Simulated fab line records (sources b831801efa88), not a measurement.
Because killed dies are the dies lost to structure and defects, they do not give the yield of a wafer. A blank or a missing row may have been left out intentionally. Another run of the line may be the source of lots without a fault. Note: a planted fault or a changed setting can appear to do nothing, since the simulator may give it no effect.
Which of the tools did it?    flow sky130    39 wafers from 13 lots sampled at 5 of the route's 708 steps

## WHAT THE GAUGES READ, wafer by wafer
SKY_VT_ADJUST_HVTR_OVL_MEAS_08.
lot   measured      on          VT_ADJUST_HVTR_OVL (nm)
L869  day 9 21:17   overlay-02  0.0 1.5 0.6
L870  day 9 21:59   overlay-02  -0.9 -0.1 -1.4
L871  day 10 06:33  overlay-01  -0.9 0.1 -1.6
L872  day 10 09:03  overlay-02  4.1 3.2 2.8
L873  day 10 16:06  overlay-01  2.4 3.9 2.4
L874  day 11 00:26  overlay-01  1.5 -0.5 1.1
L883  day 13 16:36  overlay-02  3.5 2.8 2.5
L885  day 14 07:02  overlay-01  0.5 1.6 2.2
L887  day 15 03:50  overlay-02  3.7 4.5 4.1
L889  day 15 15:30  overlay-01  -1.0 0.0 0.5
L890  day 15 18:56  overlay-02  1.2 0.4 2.8
L891  day 16 05:53  overlay-01  -0.1 -0.3 -1.8
L892  day 16 14:14  overlay-02  2.9 3.8 2.5

SKY_SONOS_ONO_THK_MEAS_05.
lot   measured      on             SONOS_ONO_CVD_04_THK (nm)
L869  day 11 23:27  film_metro-02  5.37 5.34 5.45
L870  day 12 00:42  film_metro-02  5.49 5.40 5.46
L871  day 12 10:05  film_metro-03  5.36 5.38 5.42
L872  day 12 12:57  film_metro-03  3.48 3.42 3.45
L873  day 12 20:49  film_metro-02  3.30 3.37 3.41
L874  day 13 06:03  film_metro-03  3.32 3.36 3.27
L883  day 16 03:08  film_metro-03  5.39 5.40 5.45
L885  day 16 17:35  film_metro-03  5.23 5.21 5.28
L887  day 17 20:38  film_metro-03  5.42 5.51 5.34
L889  day 18 05:25  film_metro-03  5.50 5.69 5.48
L890  day 18 11:20  film_metro-02  5.38 5.41 5.43
L891  day 18 20:13  film_metro-03  5.44 5.50 5.54
L892  day 19 06:20  film_metro-03  5.27 5.24 5.30

SKY_SONOS_ONO_OVL_MEAS_14.
lot   measured      on          SONOS_ONO_OVL (nm)
L869  day 12 23:08  overlay-02  2.3 1.4 2.5
L870  day 13 00:20  overlay-01  -0.2 -0.1 0.4
L871  day 13 11:39  overlay-01  -1.1 -1.0 -1.9
L872  day 13 13:31  overlay-01  2.3 2.1 3.4
L873  day 13 21:53  overlay-01  -0.3 0.8 2.1
L874  day 14 07:26  overlay-02  2.9 2.4 3.0
L883  day 17 06:35  overlay-01  1.3 0.8 1.3
L885  day 17 21:56  overlay-01  -0.5 1.2 0.9
L887  day 19 02:29  overlay-02  3.1 0.9 2.0
L889  day 19 11:44  overlay-02  2.6 0.9 1.9
L890  day 19 18:08  overlay-01  -0.2 1.9 0.2
L891  day 20 03:56  overlay-02  0.8 -0.3 0.7
L892  day 20 14:17  overlay-01  2.2 1.9 -0.3

## EACH LOT AND THE TOOL THAT RAN IT (in order: tool; ch and the chambers of the sampled wafers; start)
lot   SKY_VT_ADJUST_HVTR_STRIP_10           SKY_SONOS_ONO_CVD_04
L869  plasma_asher-04 ch 1, day 9 21:29     lpcvd-03 ch 0, day 11 22:12
L870  plasma_asher-04 ch 0,1, day 9 22:11   lpcvd-03 ch 1, day 11 23:27
L871  plasma_asher-01 ch 0,1, day 10 06:44  lpcvd-03 ch 0, day 12 08:50
L872  plasma_asher-01 ch 0,1, day 10 09:16  lpcvd-03 ch 1, day 12 11:40
L873  plasma_asher-01 ch 0,1, day 10 16:17  lpcvd-03 ch 1, day 12 19:33
L874  plasma_asher-04 ch 0,1, day 11 00:37  lpcvd-03 ch 0, day 13 04:48
L883  plasma_asher-03 ch 0,1, day 13 16:47  lpcvd-03 ch 0, day 16 01:53
L885  plasma_asher-03 ch 0,1, day 14 07:13  lpcvd-03 ch 0, day 16 16:20
L887  plasma_asher-01 ch 0,1, day 15 04:01  lpcvd-03 ch 0, day 17 19:23
L889  plasma_asher-03 ch 0,1, day 15 15:41  lpcvd-03 ch 0, day 18 04:09
L890  plasma_asher-01 ch 0,1, day 15 19:08  lpcvd-03 ch 0, day 18 10:05
L891  plasma_asher-01 ch 0,1, day 16 06:04  lpcvd-03 ch 1, day 18 18:58
L892  plasma_asher-04 ch 0,1, day 16 14:26  lpcvd-03 ch 0, day 19 05:05
- SKY_VT_ADJUST_HVTR_STRIP_10: strips in O2/N2.
- SKY_SONOS_ONO_CVD_04: deposits SiO2 from SiH4/N2O, target thk 5.7199 nm.

## WHAT THE TOOLS THEMSELVES READ (means of the sampled wafers that have a number; where no wafer has one, the mark that the record gives instead)
SKY_VT_ADJUST_HVTR_STRIP_10.
lot   tool             chamber_pressure_mTorr (mTorr)  drypump_motor_current_A (A)  oes_product_au (a.u.)  strip_time_to_endpoint_s (s)
L869  plasma_asher-04  1500.6                          5.4                          0.717                  14.22
L870  plasma_asher-04  1500.7                          5.5                          0.717                  14.13
L871  plasma_asher-01  1500.3                          5.9                          0.711                  14.18
L872  plasma_asher-01  1500.0                          5.9                          0.710                  14.20
L873  plasma_asher-01  1499.2                          5.5                          0.714                  14.14
L874  plasma_asher-04  1500.3                          5.4                          0.721                  14.20
L883  plasma_asher-03  1499.1                          6.5                          0.717                  14.20
L885  plasma_asher-03  1499.2                          6.5                          0.714                  14.23
L887  plasma_asher-01  1499.4                          6.0                          0.718                  14.15
L889  plasma_asher-03  1500.5                          6.4                          0.717                  14.21
L890  plasma_asher-01  1499.7                          6.0                          0.714                  14.16
L891  plasma_asher-01  1499.8                          5.5                          0.712                  14.18
L892  plasma_asher-04  1500.1                          5.4                          0.722                  14.26

## THE ANSWER, worked out from the rows above alone
Rule: the usual values come from the lots themselves. Put in order of their means at a reading, lots are off if they are a third of the lots or fewer, leave a main group of 4 or more, and stand apart from it by a gap of 3 or more times the standard deviation of the main group's means; of several such gaps the widest counts. A main group whose means are all the same, to the digits that the tables above print for the reading, isn't used. A lot without any number at a reading at which 4 lots or more have one is off too. Any other lot the step has rows for is counted as sound. After the gauges, taken in route order, come the tools' own readings; for these a lot's mean is taken, as printed above. The first step at which some lot is off is used, and at that step the reading that is off furthest; a lot without a number counts as furthest.
Off: L872, L873, L874, seen at SKY_SONOS_ONO_THK_MEAS_05 (SONOS_ONO_CVD_04_THK). The main group: mean 5.40 nm, standard deviation 0.089.
If a tool, at a process step before that reading, ran all the lots that are off and no sound lot after the first of them, it fits. Those tools and the gauges at SKY_SONOS_ONO_THK_MEAS_05 are tried in the same way. No candidate that was tried fits.

## WHAT HAD BEEN PUT IN BY THE SIMULATOR
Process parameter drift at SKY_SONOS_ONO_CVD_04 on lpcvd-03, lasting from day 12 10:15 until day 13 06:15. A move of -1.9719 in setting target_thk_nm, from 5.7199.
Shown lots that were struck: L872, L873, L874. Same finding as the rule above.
